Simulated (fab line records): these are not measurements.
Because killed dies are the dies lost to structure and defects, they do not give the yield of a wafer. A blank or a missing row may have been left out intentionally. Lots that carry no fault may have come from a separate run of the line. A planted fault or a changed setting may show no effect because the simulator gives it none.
8D (eight disciplines) problem report, filled in by code | flow sky130 | the parts of the form that need people (team, actions taken, sign-off) are left out

== 1. WHAT WENT WRONG ==
Mean of time to endpoint s at SKY_LI_CONTACT_CMP_02: 16 s across 2 wafers in 2 lots; on wafers with no fault it is 32 s (standard deviation 3.9). Measured from the usual mean, that is -4.2 standard deviations.
The step: polishes PSG.
Seen first at day 33 13:11 on cmp-02, wafer L469.3. At this step, 36 wafers from 13 lots have a number in the record. Rule for "out", or "out of limits": more than 4 standard deviations from the usual mean. The rest of the wafers with a number are treated as sound.

== 2. WHAT IT IS; WHAT IT IS NOT ==
question                    | is                 | is not
which readings at this step | time to endpoint s | motor current A
which lots                  | L469, L470         | L455, L456, L457, L458, L459, L460, L461, L462, L474, L477, L478
which wafers of those lots  | L469.3, L470.2     | L470.5
read on which tools         | cmp-02             | cmp-01
when                        | from day 33 13:11  | up to then (24 sound wafers); but 10 sound wafers of L470, L474, L477, L478 came after

== 3. WHAT RULES OUT EACH SUSPECT ==
Counting: a tool at a process step up to the reading stays a suspect if it ran every lot that is out. Sound lots after the first of them don't rule it out here, since some wafers of a struck lot are sound.
- rtp anneal-02 at SKY_SD_N_RTA_14 (time 2 s): kept. It ran every lot that is out, first L469 (day 33 12:29); its last sound lot up to then is L462 (day 33 04:44).
- cmp-02 at SKY_LI_CONTACT_CMP_02 (polishes PSG): kept. It ran every lot that is out, first L469 (day 33 13:11); its last sound lot up to then is L462 (day 33 05:31). On those wafers its own readings are out: time to endpoint s.
- Within cmp-02 at SKY_LI_CONTACT_CMP_02: the wafers that are out ran in chamber 1; their sound lot-mates ran in chamber 0.
Left after counting: rtp anneal-02 at SKY_SD_N_RTA_14, cmp-02 at SKY_LI_CONTACT_CMP_02.

== 4. THE CAUSE (what the simulator had put in) ==
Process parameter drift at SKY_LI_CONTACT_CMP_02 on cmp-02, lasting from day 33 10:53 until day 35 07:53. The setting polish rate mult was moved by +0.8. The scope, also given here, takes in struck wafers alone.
This tool is one of the 2 suspects left after counting.

== 5. THE EFFECT CHAIN, in route order ==
Rows list readings where the struck wafers' mean (over those with a number) sits beyond 3 standard deviations from the usual. Scope: only readings with a usual standard deviation given in the record; hours: median across lots of the time from each lot's start at the first step in this table that gives one to its start at this step; sigmas: change in usual standard deviations.
hours | step                  | reading            | usual | on struck wafers | change | sigmas
0     | SKY_LI_CONTACT_CMP_02 | time to endpoint s | 32 s  | 16               | -16    | -4.2
Here are the process steps it includes:
- SKY_LI_CONTACT_CMP_02: polishes PSG.

== 6. HOW IT WOULD HAVE BEEN CAUGHT EARLIER ==
In this record the first reading out of limits was taken at day 33 13:11, 2 hours after the fault began at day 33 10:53.
